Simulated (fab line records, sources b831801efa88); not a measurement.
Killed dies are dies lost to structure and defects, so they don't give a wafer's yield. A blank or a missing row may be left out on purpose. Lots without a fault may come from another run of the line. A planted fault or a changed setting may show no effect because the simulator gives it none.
fab line records | flow sky130
record lots=5 wafers=15 last_day=49
route steps=708 shown DNWELL@42 PWDE@45 NWELL@56 VT_ADJUST_HVTP@85
lots that met no fault: from a run of the same line without faults
start_h: hours from the record's first day to the start of the lot's first wafer shown | wait_h: hours since the lot's step before | " the same as in the row above | L1.1+2: a row that stands for several wafers | - no value, or no start given | * or withheld: withheld | < > ~ a bound
route shown NAME@n: a module of which the file shows steps, and the number in the route of the first | usual: mean/standard deviation of fault-free wafers | same: alike in all rows | chamber/n: place in a boat | sites: the reading at each site | _std_site: their standard deviation | _edge_site: outer sites' mean less inner sites' | radius_mm: how far each site lies from the wafer's centre | mask NAME#n: copy n | behind: the tool/chamber that last shaped the wafer | hold: why the lot was held/for how many hours/how that ended | device: the transistor (n, p or np) that didn't switch | end of line: the same wafers' tests at the end of the route | a step without rows: its recipe alone | killed: dies lost to structure and defects at the first sort, not the wafer's yield | map: a wafer's dies, x killed, . not, _ none there
set.NAME: the setting as run; set.NAME@STEP: as run at that earlier step | model.NAME: the simulator's own value behind a step, which no gauge read
lots at some steps of the route; a table a step, a row a wafer
services: from which hour (start_h, from the record's first day; less than 0 if before it) a tool's chamber was out of use, for how many hours, and why
## steps
# step SKY_DNWELL_IMPLANT_07
# recipe species=P energy_kev=withheld dose_cm2=withheld tilt_deg=withheld
# columns lot.wafer tool chamber start_h wait_h
L075.2+3+6 implanter-03 0 58.11 -
L078.1+3+6 implanter-04 0 74.42 -
L081.1+5+6 implanter-04 0 89.32 -
L084.1+4+5 implanter-04 0 105.93 -
L092.2+3+4 implanter-01 0 148.46 -
# step SKY_DNWELL_STRIP_08
# recipe chemistry=O2/N2 power_w=1400 pressure_mtorr=1500 platen_temp_c=withheld o2_flow_sccm=3000 n2_flow_sccm=300 overash_fraction=0.5
# usual drypump_motor_current_A=5.7/0.57 oes_product_au=0.722/0.0046 strip_time_to_endpoint_s=36.98/0.1
# columns lot.wafer tool chamber start_h wait_h drypump_motor_current_A oes_product_au rf_hours_counter_h strip_time_to_endpoint_s
L075.2 plasma_asher-03 0 58.23 0.1 6.7 0.733 38 36.82
L075.3 " 0 " " 6.7 0.717 - 36.86
L075.6 " 0 " " 6.7 0.725 - 36.69
L078.1 plasma_asher-02 1 74.57 0.1 5.4 0.720 40 36.75
L078.3 " 1 " " 5.4 0.717 - 36.98
L078.6 " 0 " " 5.6 0.724 - 36.91
L081.1 plasma_asher-02 0 89.47 0.1 5.6 0.721 42 36.96
L081.5 " 0 " " 5.6 0.711 - 36.97
L081.6 " 1 " " 5.4 0.723 - 36.99
L084.1 plasma_asher-03 0 106.08 0.1 6.7 0.717 43 36.90
L084.4 " 1 " " 5.9 0.722 - 37.00
L084.5 " 0 " " 6.7 0.717 - 36.89
L092.2 plasma_asher-03 0 148.58 0.1 6.7 0.730 3 37.05
L092.3 " 0 " " 6.7 0.720 - 37.13
L092.4 " 1 " " 5.9 0.727 - 37.12
# step SKY_DNWELL_TW_MEAS_09
# usual DNWELL_TW=1118/7.3
# columns lot.wafer tool chamber start_h wait_h DNWELL_TW
L075.2 film_metro-01 - 58.34 0.1 1132
L075.3 " - " " 1122
L075.6 " - " " 1123
L078.1 film_metro-03 - 74.67 0.1 1106
L078.3 " - " " 1104
L078.6 " - " " 1103
L081.1 film_metro-02 - 89.57 0.1 1118
L081.5 " - " " 1110
L081.6 " - " " 1122
L084.1 film_metro-03 - 106.18 0.1 1113
L084.4 " - " " 1115
L084.5 " - " " 1113
L092.2 film_metro-01 - 148.69 0.1 1117
L092.3 " - " " 1123
L092.4 " - " " 1121
# step SKY_PWDE_DEHYDRATE_00
# recipe temp_c=200 time_s=60
# columns lot.wafer tool chamber start_h wait_h
L075.2+3+6 litho_track-01 0 65.85 7.5
L078.1+3+6 litho_track-04 0 82.00 7.3
L081.1+5+6 litho_track-01 0 97.77 8.2
L084.1+4+5 litho_track-04 0 115.00 8.8
L092.2+3+4 litho_track-04 0 158.27 9.6
# step SKY_PWDE_HMDS_01
# recipe prime_time_s=60 prime_temp_c=120
# columns lot.wafer tool chamber start_h wait_h
L075.2+3+6 litho_track-01 0 66.00 0.1
L078.1+3+6 litho_track-04 0 82.15 0.1
L081.1+5+6 litho_track-01 0 97.92 0.1
L084.1+4+5 litho_track-04 0 115.15 0.1
L092.2+3+4 litho_track-04 0 158.42 0.1
# step SKY_PWDE_COAT_02
# recipe spin_rpm=2000 resist_thk_nm=3000
# columns lot.wafer tool chamber start_h wait_h
L075.2+3+6 litho_track-01 0 66.15 0.1
L078.1+3+6 litho_track-04 0 82.30 0.1
L081.1+5+6 litho_track-01 0 98.07 0.1
L084.1+4+5 litho_track-04 0 115.30 0.1
L092.2+3+4 litho_track-04 0 158.57 0.1
# step SKY_PWDE_SOFTBAKE_03
# recipe temp_c=110 time_s=withheld
# columns lot.wafer tool chamber start_h wait_h
L075.2+3+6 litho_track-01 0 66.31 0.1
L078.1+3+6 litho_track-04 0 82.45 0.1
L081.1+5+6 litho_track-01 0 98.22 0.1
L084.1+4+5 litho_track-04 0 115.45 0.1
L092.2+3+4 litho_track-04 0 158.73 0.1
# step SKY_PWDE_EXPOSE_04
# recipe mask_id=PWDEM na=0.6 source_shape=conventional sigma_outer=0.6 polarization=unpolarized target_cd_nm=840 dose_mj=214
# same sigma_outer=0.6
# columns lot.wafer tool chamber start_h wait_h mask
L075.2+3+6 iline_stepper-02 0 - - PWDEM#0
L078.1+3+6 iline_stepper-02 0 - - PWDEM#0
L081.1+5+6 iline_stepper-02 0 - - PWDEM#0
L084.1+4+5 iline_stepper-02 0 - - PWDEM#0
L092.2+3+4 iline_stepper-01 0 - - PWDEM#0
# step SKY_PWDE_PEB_05
# recipe temp_c=115 time_s=withheld
# columns lot.wafer tool chamber start_h wait_h
L075.2+3+6 litho_track-01 0 - -
L078.1+3+6 litho_track-01 0 - -
L081.1+5+6 litho_track-04 0 - -
L084.1+4+5 litho_track-04 0 - -
L092.2+3+4 litho_track-01 0 - -
# step SKY_PWDE_DEVELOP_06
# recipe wall_angle_deg=90 developer=TMAH develop_time_s=60 dev_temp_c=23
# columns lot.wafer tool chamber start_h wait_h
L075.2+3+6 litho_track-01 0 - -
L078.1+3+6 litho_track-01 0 - -
L081.1+5+6 litho_track-04 0 - -
L084.1+4+5 litho_track-04 0 - -
L092.2+3+4 litho_track-01 0 - -
# step SKY_PWDE_OVL_MEAS_07
# usual PWDE_OVL=1.0/1.1
# columns lot.wafer tool chamber start_h wait_h PWDE_OVL[nm]
L075.2 overlay-01 - 74.78 - 1.1
L075.3 " - " " -0.4
L075.6 " - " " 1.8
L078.1 overlay-02 - 90.97 - 1.6
L078.3 " - " " -0.7
L078.6 " - " " 0.8
L081.1 overlay-01 - 107.60 - 1.8
L081.5 " - " " -0.3
L081.6 " - " " 0.4
L084.1 overlay-01 - 124.85 - -0.4
L084.4 " - " " 3.3
L084.5 " - " " 2.9
L092.2 overlay-01 - 167.98 - -1.7
L092.3 " - " " 0.5
L092.4 " - " " 1.2
# step SKY_PWDE_IMPLANT_08
# recipe species=B energy_kev=150 dose_cm2=3.6e+12 tilt_deg=withheld
# usual beam_on_s=10.01/0.21
# columns lot.wafer tool chamber start_h wait_h beam_on_s
L075.2 implanter-01 0 74.84 0.0 10.48
L075.3 " 0 " " 9.96
L075.6 " 0 " " 9.88
L078.1 implanter-04 0 91.01 0.0 9.88
L078.3 " 0 " " 10.09
L078.6 " 0 " " 10.26
L081.1 implanter-01 0 107.63 0.0 10.40
L081.5 " 0 " " 10.15
L081.6 " 0 " " 10.27
L084.1 implanter-01 0 124.88 0.0 9.71
L084.4 " 0 " " 9.76
L084.5 " 0 " " 9.78
L092.2 implanter-04 0 168.03 0.0 10.11
L092.3 " 0 " " 10.13
L092.4 " 0 " " 9.66
# step SKY_PWDE_STRIP_09
# recipe chemistry=O2/N2 power_w=1400 pressure_mtorr=1500 platen_temp_c=withheld o2_flow_sccm=3000 n2_flow_sccm=300 overash_fraction=0.5
# usual drypump_motor_current_A=6.1/0.55 oes_product_au=0.723/0.0049 strip_time_to_endpoint_s=36.93/0.11
# columns lot.wafer tool chamber start_h wait_h drypump_motor_current_A oes_product_au rf_hours_counter_h strip_time_to_endpoint_s
L075.2 plasma_asher-03 0 74.96 0.1 6.7 0.724 40 36.98
L075.3 " 0 " " 6.7 0.723 - 36.91
L075.6 " 1 " " 5.9 0.724 - 36.92
L078.1 plasma_asher-03 0 91.16 0.1 6.7 0.725 42 36.69
L078.3 " 0 " " 6.7 0.710 - 36.72
L078.6 " 1 " " 5.9 0.722 - 36.68
L081.1 plasma_asher-01 1 107.78 0.1 6.0 0.718 40 36.92
L081.5 " 1 " " 6.0 0.727 - 36.93
L081.6 " 0 " " 6.6 0.716 - 36.93
L084.1 plasma_asher-01 0 125.03 0.1 6.6 0.724 42 37.03
L084.4 " 1 " " 6.0 0.716 - 36.87
L084.5 " 1 " " 6.0 0.715 - 36.97
L092.2 plasma_asher-01 1 168.16 0.1 6.0 0.722 47 37.20
L092.3 " 0 " " 6.6 0.722 - 37.02
L092.4 " 1 " " 6.0 0.729 - 37.11
# step SKY_PWDE_TW_MEAS_10
# usual PWDE_TW=375.0/2.5
# columns lot.wafer tool chamber start_h wait_h PWDE_TW
L075.2 film_metro-01 - 75.07 0.1 379.4
L075.3 " - " " 379.6
L075.6 " - " " 380.8
L078.1 film_metro-03 - 91.26 0.1 367.5
L078.3 " - " " 367.8
L078.6 " - " " 369.1
L081.1 film_metro-02 - 107.88 0.1 374.5
L081.5 " - " " 377.8
L081.6 " - " " 374.3
L084.1 film_metro-02 - 125.13 0.1 373.2
L084.4 " - " " 372.7
L084.5 " - " " 372.9
L092.2 film_metro-02 - 168.27 0.1 375.6
L092.3 " - " " 374.2
L092.4 " - " " 376.4
# step SKY_NWELL_DEHYDRATE_03
# recipe temp_c=200 time_s=60
# columns lot.wafer tool chamber start_h wait_h
L075.2+3+6 litho_track-03 0 82.06 7.0
L078.1+3+6 litho_track-02 0 99.27 8.0
L081.1+5+6 litho_track-04 0 116.60 8.7
L084.1+4+5 litho_track-02 0 134.47 9.3
L092.2+3+4 litho_track-04 0 178.07 9.8
# step SKY_NWELL_HMDS_04
# recipe prime_time_s=60 prime_temp_c=120
# columns lot.wafer tool chamber start_h wait_h
L075.2+3+6 litho_track-03 0 82.21 0.1
L078.1+3+6 litho_track-02 0 99.42 0.1
L081.1+5+6 litho_track-04 0 116.75 0.1
L084.1+4+5 litho_track-02 0 134.62 0.1
L092.2+3+4 litho_track-04 0 178.22 0.1
# step SKY_NWELL_COAT_05
# recipe spin_rpm=2000 resist_thk_nm=3000
# columns lot.wafer tool chamber start_h wait_h
L075.2+3+6 litho_track-03 0 82.36 0.1
L078.1+3+6 litho_track-02 0 99.57 0.1
L081.1+5+6 litho_track-04 0 116.90 0.1
L084.1+4+5 litho_track-02 0 134.77 0.1
L092.2+3+4 litho_track-04 0 178.37 0.1
# step SKY_NWELL_SOFTBAKE_06
# recipe temp_c=110 time_s=withheld
# columns lot.wafer tool chamber start_h wait_h
L075.2+3+6 litho_track-03 0 82.51 0.1
L078.1+3+6 litho_track-02 0 99.72 0.1
L081.1+5+6 litho_track-04 0 117.05 0.1
L084.1+4+5 litho_track-02 0 134.92 0.1
L092.2+3+4 litho_track-04 0 178.53 0.1
# step SKY_NWELL_EXPOSE_07
# recipe mask_id=NWM na=0.6 source_shape=conventional sigma_outer=0.6 polarization=unpolarized target_cd_nm=840 dose_mj=255
# same sigma_outer=0.6
# columns lot.wafer tool chamber start_h wait_h mask
L075.2+3+6 iline_stepper-02 0 - - NWM#0
L078.1+3+6 iline_stepper-02 0 - - NWM#0
L081.1+5+6 iline_stepper-02 0 - - NWM#0
L084.1+4+5 iline_stepper-01 0 - - NWM#0
L092.2+3+4 iline_stepper-01 0 - - NWM#0
# step SKY_NWELL_PEB_08
# recipe temp_c=115 time_s=withheld
# columns lot.wafer tool chamber start_h wait_h
L075.2+3+6 litho_track-02 0 - -
L078.1+3+6 litho_track-02 0 - -
L081.1+5+6 litho_track-02 0 - -
L084.1+4+5 litho_track-03 0 - -
L092.2+3+4 litho_track-04 0 - -
# step SKY_NWELL_DEVELOP_09
# recipe wall_angle_deg=90 developer=TMAH develop_time_s=60 dev_temp_c=23
# columns lot.wafer tool chamber start_h wait_h
L075.2+3+6 litho_track-02 0 - -
L078.1+3+6 litho_track-02 0 - -
L081.1+5+6 litho_track-02 0 - -
L084.1+4+5 litho_track-03 0 - -
L092.2+3+4 litho_track-04 0 - -
# step SKY_NWELL_OVL_MEAS_10
# usual NWELL_00_OVL=0.2/1.4
# columns lot.wafer tool chamber start_h wait_h NWELL_00_OVL[nm]
L075.2 overlay-01 - 91.48 - 2.1
L075.3 " - " " 1.8
L075.6 " - " " -0.1
L078.1 overlay-02 - 108.32 - 1.1
L078.3 " - " " -0.2
L078.6 " - " " -0.2
L081.1 overlay-02 - 126.22 - 3.7
L081.5 " - " " 3.1
L081.6 " - " " 2.0
L084.1 overlay-01 - 144.63 - -1.8
L084.4 " - " " -2.0
L084.5 " - " " -2.9
L092.2 overlay-02 - 188.05 - -0.8
L092.3 " - " " -0.4
L092.4 " - " " 0.4
# step SKY_NWELL_IMPLANT_11
# recipe species=P energy_kev=400 dose_cm2=1.9e+13 tilt_deg=withheld
# usual beam_on_s=9.98/0.2
# columns lot.wafer tool chamber start_h wait_h beam_on_s
L075.2 implanter-02 0 91.53 0.0 10.01
L075.3 " 0 " " 9.91
L075.6 " 0 " " 10.19
L078.1 implanter-03 0 108.35 0.0 9.66
L078.3 " 0 " " 9.83
L078.6 " 0 " " 9.70
L081.1 implanter-04 0 126.25 0.0 10.02
L081.5 " 0 " " 9.91
L081.6 " 0 " " 10.01
L084.1 implanter-04 0 144.67 0.0 10.08
L084.4 " 0 " " 9.93
L084.5 " 0 " " 9.96
L092.2 implanter-03 0 188.11 0.0 9.91
L092.3 " 0 " " 10.05
L092.4 " 0 " " 9.74
# step SKY_NWELL_IMPLANT_12
# recipe species=P energy_kev=120 dose_cm2=1.3e+12 tilt_deg=withheld
# usual beam_on_s=10.00/0.21
# columns lot.wafer tool chamber start_h wait_h beam_on_s
L075.2 implanter-02 0 91.68 0.1 10.09
L075.3 " 0 " " 10.42
L075.6 " 0 " " 9.99
L078.1 implanter-03 0 108.50 0.1 9.70
L078.3 " 0 " " 10.26
L078.6 " 0 " " 9.73
L081.1 implanter-04 0 126.40 0.1 10.10
L081.5 " 0 " " 9.92
L081.6 " 0 " " 10.13
L084.1 implanter-04 0 144.82 0.1 9.84
L084.4 " 0 " " 9.71
L084.5 " 0 " " 10.02
L092.2 implanter-03 0 188.26 0.1 9.75
L092.3 " 0 " " 9.46
L092.4 " 0 " " 10.06
# step SKY_NWELL_IMPLANT_13
# recipe species=P energy_kev=50 dose_cm2=7e+11 tilt_deg=withheld
# usual beam_on_s=10.02/0.18
# columns lot.wafer tool chamber start_h wait_h beam_on_s
L075.2 implanter-02 0 91.83 0.1 9.94
L075.3 " 0 " " 10.20
L075.6 " 0 " " 10.08
L078.1 implanter-03 0 108.65 0.1 10.03
L078.3 " 0 " " 9.67
L078.6 " 0 " " 10.41
L081.1 implanter-04 0 126.55 0.1 9.96
L081.5 " 0 " " 10.06
L081.6 " 0 " " 10.11
L084.1 implanter-04 0 144.97 0.1 10.14
L084.4 " 0 " " 10.19
L084.5 " 0 " " 9.99
L092.2 implanter-03 0 188.41 0.1 10.24
L092.3 " 0 " " 10.12
L092.4 " 0 " " 10.18
# step SKY_NWELL_STRIP_14
# recipe chemistry=O2/N2 power_w=1400 pressure_mtorr=1500 platen_temp_c=withheld o2_flow_sccm=3000 n2_flow_sccm=300 overash_fraction=0.5
# usual drypump_motor_current_A=5.6/0.48 oes_product_au=0.723/0.0045 strip_time_to_endpoint_s=36.92/0.11
# columns lot.wafer tool chamber start_h wait_h drypump_motor_current_A oes_product_au rf_hours_counter_h strip_time_to_endpoint_s
L075.2 plasma_asher-02 0 91.96 0.1 5.6 0.721 42 36.97
L075.3 " 1 " " 5.3 0.730 - 36.93
L075.6 " 1 " " 5.4 0.727 - 36.93
L078.1 plasma_asher-04 1 108.80 0.1 5.3 0.727 29 36.86
L078.3 " 1 " " 5.3 0.724 - 36.93
L078.6 " 1 " " 5.3 0.715 - 36.99
L081.1 plasma_asher-02 1 126.85 0.2 5.4 0.724 46 36.80
L081.5 " 0 " " 5.6 0.719 - 36.80
L081.6 " 1 " " 5.4 0.720 - 36.74
L084.1 plasma_asher-04 1 145.12 0.1 5.3 0.723 33 36.90
L084.4 " 1 " " 5.3 0.721 - 36.99
L084.5 " 0 " " 5.0 0.721 - 36.97
L092.2 plasma_asher-02 1 188.53 0.1 5.4 0.723 52 36.80
L092.3 " 1 " " 5.4 0.725 - 36.82
L092.4 " 0 " " 5.6 0.716 - 36.96
# step SKY_NWELL_TW_MEAS_15
# usual NWELL_TW=1830/12
# columns lot.wafer tool chamber start_h wait_h NWELL_TW
L075.2 film_metro-03 - 92.07 0.1 1805
L075.3 " - " " 1805
L075.6 " - " " 1804
L078.1 film_metro-02 - 108.90 0.1 1814
L078.3 " - " " 1827
L078.6 " - " " 1811
L081.1 film_metro-01 - 126.95 0.1 1851
L081.5 " - " " 1846
L081.6 " - " " 1840
L084.1 film_metro-03 - 145.22 0.1 1825
L084.4 " - " " 1831
L084.5 " - " " 1818
L092.2 film_metro-01 - 188.64 0.1 1840
L092.3 " - " " 1834
L092.4 " - " " 1832
# step SKY_NWELL_DEHYDRATE_16
# recipe temp_c=200 time_s=60
# columns lot.wafer tool chamber start_h wait_h
L075.2+3+6 litho_track-02 0 99.94 7.9
L078.1+3+6 litho_track-02 0 117.52 8.6
L081.1+5+6 litho_track-03 0 136.38 9.4
L084.1+4+5 litho_track-02 0 154.07 8.8
L092.2+3+4 litho_track-03 0 198.61 10.0
# step SKY_NWELL_HMDS_17
# recipe prime_time_s=60 prime_temp_c=120
# columns lot.wafer tool chamber start_h wait_h
L075.2+3+6 litho_track-02 0 100.09 0.1
L078.1+3+6 litho_track-02 0 117.67 0.1
L081.1+5+6 litho_track-03 0 136.53 0.1
L084.1+4+5 litho_track-02 0 154.22 0.1
L092.2+3+4 litho_track-03 0 198.76 0.1
# step SKY_NWELL_COAT_18
# recipe spin_rpm=2000 resist_thk_nm=3000
# columns lot.wafer tool chamber start_h wait_h
L075.2+3+6 litho_track-02 0 100.24 0.1
L078.1+3+6 litho_track-02 0 117.82 0.1
L081.1+5+6 litho_track-03 0 136.68 0.1
L084.1+4+5 litho_track-02 0 154.37 0.1
L092.2+3+4 litho_track-03 0 198.91 0.1
# step SKY_NWELL_SOFTBAKE_19
# recipe temp_c=110 time_s=withheld
# columns lot.wafer tool chamber start_h wait_h
L075.2+3+6 litho_track-02 0 100.40 0.1
L078.1+3+6 litho_track-02 0 117.97 0.1
L081.1+5+6 litho_track-03 0 136.83 0.1
L084.1+4+5 litho_track-02 0 154.52 0.1
L092.2+3+4 litho_track-03 0 199.06 0.1
# step SKY_NWELL_EXPOSE_20
# recipe mask_id=NWM_COMPLEMENT na=0.6 source_shape=conventional sigma_outer=0.6 polarization=unpolarized target_cd_nm=840 dose_mj=260
# same sigma_outer=0.6
# columns lot.wafer tool chamber start_h wait_h mask
L075.2+3+6 iline_stepper-02 0 - - NWM_COMPLEMENT#0
L078.1+3+6 iline_stepper-01 0 - - NWM_COMPLEMENT#0
L081.1+5+6 iline_stepper-01 0 - - NWM_COMPLEMENT#0
L084.1+4+5 iline_stepper-02 0 - - NWM_COMPLEMENT#0
L092.2+3+4 iline_stepper-02 0 - - NWM_COMPLEMENT#0
# step SKY_NWELL_PEB_21
# recipe temp_c=115 time_s=withheld
# columns lot.wafer tool chamber start_h wait_h
L075.2+3+6 litho_track-03 0 - -
L078.1+3+6 litho_track-03 0 - -
L081.1+5+6 litho_track-02 0 - -
L084.1+4+5 litho_track-03 0 - -
L092.2+3+4 litho_track-03 0 - -
# step SKY_NWELL_DEVELOP_22
# recipe wall_angle_deg=90 developer=TMAH develop_time_s=60 dev_temp_c=23
# columns lot.wafer tool chamber start_h wait_h
L075.2+3+6 litho_track-03 0 - -
L078.1+3+6 litho_track-03 0 - -
L081.1+5+6 litho_track-02 0 - -
L084.1+4+5 litho_track-03 0 - -
L092.2+3+4 litho_track-03 0 - -
# step SKY_NWELL_OVL_MEAS_23
# usual NWELL_01_OVL=0.5/1.4
# columns lot.wafer tool chamber start_h wait_h NWELL_01_OVL[nm]
L075.2 overlay-01 - 109.54 - -1.7
L075.3 " - " " -0.7
L075.6 " - " " -1.0
L078.1 overlay-02 - 127.43 - 1.4
L078.3 " - " " 1.5
L078.6 " - " " 1.8
L081.1 overlay-01 - 146.02 - 1.9
L081.5 " - " " -0.1
L081.6 " - " " -0.3
L084.1 overlay-01 - 164.38 - 0.2
L084.4 " - " " -0.1
L084.5 " - " " 1.6
L092.2 overlay-01 - 208.74 - 1.4
L092.3 " - " " 0.0
L092.4 " - " " 1.1
# step SKY_NWELL_IMPLANT_24
# recipe species=B energy_kev=140 dose_cm2=9.2e+12 tilt_deg=withheld
# usual beam_on_s=10.00/0.19
# columns lot.wafer tool chamber start_h wait_h beam_on_s
L075.2 implanter-02 0 109.59 0.0 9.92
L075.3 " 0 " " 10.04
L075.6 " 0 " " 10.44
L078.1 implanter-03 0 127.47 0.0 10.06
L078.3 " 0 " " 9.91
L078.6 " 0 " " 10.33
L081.1 implanter-02 0 146.05 0.0 9.98
L081.5 " 0 " " 9.98
L081.6 " 0 " " 9.94
L084.1 implanter-04 0 164.42 0.0 9.73
L084.4 " 0 " " 9.94
L084.5 " 0 " " 9.77
L092.2 implanter-02 0 208.79 0.0 9.89
L092.3 " 0 " " 10.17
L092.4 " 0 " " 10.26
# step SKY_NWELL_STRIP_25
# recipe chemistry=O2/N2 power_w=1400 pressure_mtorr=1500 platen_temp_c=withheld o2_flow_sccm=3000 n2_flow_sccm=300 overash_fraction=0.5
# usual drypump_motor_current_A=5.6/0.51 oes_product_au=0.722/0.0048 strip_time_to_endpoint_s=36.92/0.093
# columns lot.wafer tool chamber start_h wait_h drypump_motor_current_A oes_product_au rf_hours_counter_h strip_time_to_endpoint_s
L075.2 plasma_asher-04 1 109.72 0.1 5.3 0.725 29 36.96
L075.3 " 0 " " 5.0 0.726 - 36.87
L075.6 " 1 " " 5.3 0.723 - 36.93
L078.1 plasma_asher-04 1 127.62 0.1 5.3 0.712 31 37.08
L078.3 " 0 " " 5.0 0.721 - 37.08
L078.6 " 1 " " 5.3 0.720 - 37.09
L081.1 plasma_asher-02 1 146.20 0.1 5.4 0.712 48 36.80
L081.5 " 1 " " 5.4 0.720 - 36.77
L081.6 " 0 " " 5.6 0.729 - 36.77
L084.1 plasma_asher-04 0 164.57 0.1 5.0 0.727 35 36.96
L084.4 " 0 " " 4.9 0.720 - 36.96
L084.5 " 0 " " 5.0 0.726 - 36.98
L092.2 plasma_asher-02 1 208.92 0.1 5.4 0.726 54 37.01
L092.3 " 1 " " 5.4 0.720 - 36.97
L092.4 " 0 " " 5.6 0.721 - 36.92
# step SKY_NWELL_TW_MEAS_26
# usual NWELL_2_TW=499.1/2.7
# columns lot.wafer tool chamber start_h wait_h NWELL_2_TW
L075.2 film_metro-01 - 109.83 0.1 498.5
L075.3 " - " " 500.0
L075.6 " - " " 500.2
L078.1 film_metro-02 - 127.72 0.1 496.7
L078.3 " - " " 499.3
L078.6 " - " " 495.8
L081.1 film_metro-01 - 146.30 0.1 500.5
L081.5 " - " " 500.4
L081.6 " - " " 501.0
L084.1 film_metro-02 - 164.67 0.1 498.4
L084.4 " - " " 498.9
L084.5 " - " " 497.6
L092.2 film_metro-03 - 209.03 0.1 496.7
L092.3 " - " " 496.5
L092.4 " - " " 495.9
# step SKY_NWELL_CLEAN_27
# recipe chemistry=SC1/SC2 mix=1:4:20 temp_c=70 time_s=150 dry=n2_spin
# columns lot.wafer tool chamber start_h wait_h
L075.2+3+6 wet_bench-03 1 109.88 0.0
L078.1+3+6 wet_bench-03 3 127.78 0.1
L081.1+5+6 wet_bench-03 3 146.36 0.1
L084.1+4+5 wet_bench-03 0 164.73 0.1
L092.2+3+4 wet_bench-04 1 209.08 0.0
# step SKY_NWELL_RTA_28
# recipe temp_c=1050 time_s=30 idle_temp_c=650 ramp_up_c_per_s=150 ramp_down_c_per_s=90 ambient=N2
# usual chamber_o2_ppm=2.000/0.022 lamp_power_pct=25.31/0.051 wafer_temp_C_max=1054.9/1.1
# columns lot.wafer tool chamber start_h wait_h chamber_o2_ppm lamp_power_pct wafer_temp_C_max
L075.2 rtp_anneal-01 0 109.95 0.0 1.991 25.36 1057.4
L075.3 " 0 " " 2.006 25.35 1053.7
L075.6 " 0 " " 1.993 25.29 1054.1
L078.1 rtp_anneal-01 0 127.83 0.0 2.000 25.35 1055.3
L078.3 " 0 " " 2.028 25.32 1056.1
L078.6 " 0 " " 2.000 25.37 1054.1
L081.1 rtp_anneal-02 0 146.41 0.0 2.024 25.34 1054.0
L081.5 " 0 " " 2.022 25.36 1055.2
L081.6 " 0 " " 2.001 25.36 1053.5
L084.1 rtp_anneal-01 0 164.78 0.0 1.956 25.27 1054.2
L084.4 " 0 " " 1.959 25.36 1054.2
L084.5 " 0 " " 1.958 25.37 1054.4
L092.2 rtp_anneal-02 0 209.16 0.0 1.993 25.36 1056.0
L092.3 " 0 " " 1.983 25.35 1055.7
L092.4 " 0 " " 2.044 25.28 1055.5
# step SKY_NWELL_RS_MEAS_29
# recipe thk_meas_gauge=four-point-probe
# usual NWELL_RS=624.8/1.5
# columns lot.wafer tool chamber start_h wait_h NWELL_RS[ohm/sq]
L075.2 film_metro-01 - 110.06 0.1 623.4
L075.3 " - " " 626.5
L075.6 " - " " 625.3
L078.1 film_metro-03 - 127.93 0.1 623.4
L078.3 " - " " 624.1
L078.6 " - " " 624.2
L081.1 film_metro-01 - 146.51 0.1 621.3
L081.5 " - " " 622.3
L081.6 " - " " 623.5
L084.1 film_metro-03 - 164.88 0.1 626.9
L084.4 " - " " 626.0
L084.5 " - " " 624.4
L092.2 film_metro-03 - 209.35 0.2 625.4
L092.3 " - " " 625.0
L092.4 " - " " 625.1
# step SKY_NWELL_RS_MEAS_31
# recipe thk_meas_gauge=four-point-probe
# usual PWDE_RS=5284/18
# columns lot.wafer tool chamber start_h wait_h PWDE_RS[ohm/sq]
L075.2 film_metro-01 - 110.30 0.1 5281
L075.3 " - " " 5284
L075.6 " - " " 5260
L078.1 film_metro-03 - 128.17 0.1 5301
L078.3 " - " " 5285
L078.6 " - " " 5280
L081.1 film_metro-01 - 146.75 0.1 5300
L081.5 " - " " 5293
L081.6 " - " " 5284
L084.1 film_metro-03 - 165.12 0.1 5287
L084.4 " - " " 5296
L084.5 " - " " 5275
L092.2 film_metro-03 - 209.59 0.1 5263
L092.3 " - " " 5260
L092.4 " - " " 5268
# step SKY_VT_ADJUST_HVTP_DEHYDRATE_00
# recipe temp_c=200 time_s=60
# columns lot.wafer tool chamber start_h wait_h
L075.2+3+6 litho_track-03 0 118.86 8.5
L078.1+3+6 litho_track-01 0 137.47 9.3
L081.1+5+6 litho_track-04 0 155.95 9.2
L084.1+4+5 litho_track-01 0 174.62 9.5
L092.2+3+4 litho_track-01 0 221.65 12.0
# step SKY_VT_ADJUST_HVTP_HMDS_01
# recipe prime_time_s=60 prime_temp_c=120
# columns lot.wafer tool chamber start_h wait_h
L075.2+3+6 litho_track-03 0 119.01 0.1
L078.1+3+6 litho_track-01 0 137.62 0.1
L081.1+5+6 litho_track-04 0 156.10 0.1
L084.1+4+5 litho_track-01 0 174.77 0.1
L092.2+3+4 litho_track-01 0 221.80 0.1
# step SKY_VT_ADJUST_HVTP_COAT_02
# recipe resist=NOVOLAK spin_rpm=3000 resist_thk_nm=1140
# columns lot.wafer tool chamber start_h wait_h
L075.2+3+6 litho_track-03 0 119.16 0.1
L078.1+3+6 litho_track-01 0 137.77 0.1
L081.1+5+6 litho_track-04 0 156.25 0.1
L084.1+4+5 litho_track-01 0 174.92 0.1
L092.2+3+4 litho_track-01 0 221.95 0.1
# step SKY_VT_ADJUST_HVTP_SOFTBAKE_03
# recipe temp_c=90 time_s=60 resist=NOVOLAK
# columns lot.wafer tool chamber start_h wait_h
L075.2+3+6 litho_track-03 0 119.31 0.1
L078.1+3+6 litho_track-01 0 137.92 0.1
L081.1+5+6 litho_track-04 0 156.40 0.1
L084.1+4+5 litho_track-01 0 175.07 0.1
L092.2+3+4 litho_track-01 0 222.10 0.1
# step SKY_VT_ADJUST_HVTP_EXPOSE_04
# recipe mask_id=HVTPM na=0.6 source_shape=conventional sigma_outer=0.6 polarization=unpolarized target_cd_nm=380 dose_mj=140
# same sigma_outer=0.6
# columns lot.wafer tool chamber start_h wait_h mask
L075.2+3+6 iline_stepper-02 0 - - HVTPM#0
L078.1+3+6 iline_stepper-02 0 - - HVTPM#0
L081.1+5+6 iline_stepper-02 0 - - HVTPM#0
L084.1+4+5 iline_stepper-01 0 - - HVTPM#0
L092.2+3+4 iline_stepper-01 0 - - HVTPM#0
## services
# columns tool chamber start_h hours kind
implanter-02 - 36.34 4.6 pm
plasma_asher-04 - 54.10 0.7 repair
implanter-04 - 59.36 1.4 repair
implanter-02 - 63.30 12.8 pm
plasma_asher-03 - 67.44 1.6 repair
plasma_asher-01 - 68.85 14.6 pm
iline_stepper-01 - 68.98 36.3 repair
implanter-01 - 76.12 10.2 repair
implanter-03 - 87.06 10.8 pm
implanter-02 - 103.00 5.0 pm
iline_stepper-01 - 105.33 1.7 pm
plasma_asher-03 - 108.75 9.0 pm
plasma_asher-03 0 108.75 9.0 vent_cycle
plasma_asher-03 1 108.75 9.0 vent_cycle
iline_stepper-02 - 120.65 1.7 pm
implanter-04 - 122.67 2.4 pm
implanter-01 - 128.34 5.1 pm
implanter-03 - 145.31 2.1 pm
iline_stepper-01 0 158.69 - calibration
plasma_asher-03 - 167.15 4.1 repair
iline_stepper-02 - 168.08 3.4 repair
implanter-03 - 195.87 3.2 repair
iline_stepper-02 0 204.76 - calibration
wet_bench-04 - 214.92 2.3 repair
## key
fault none
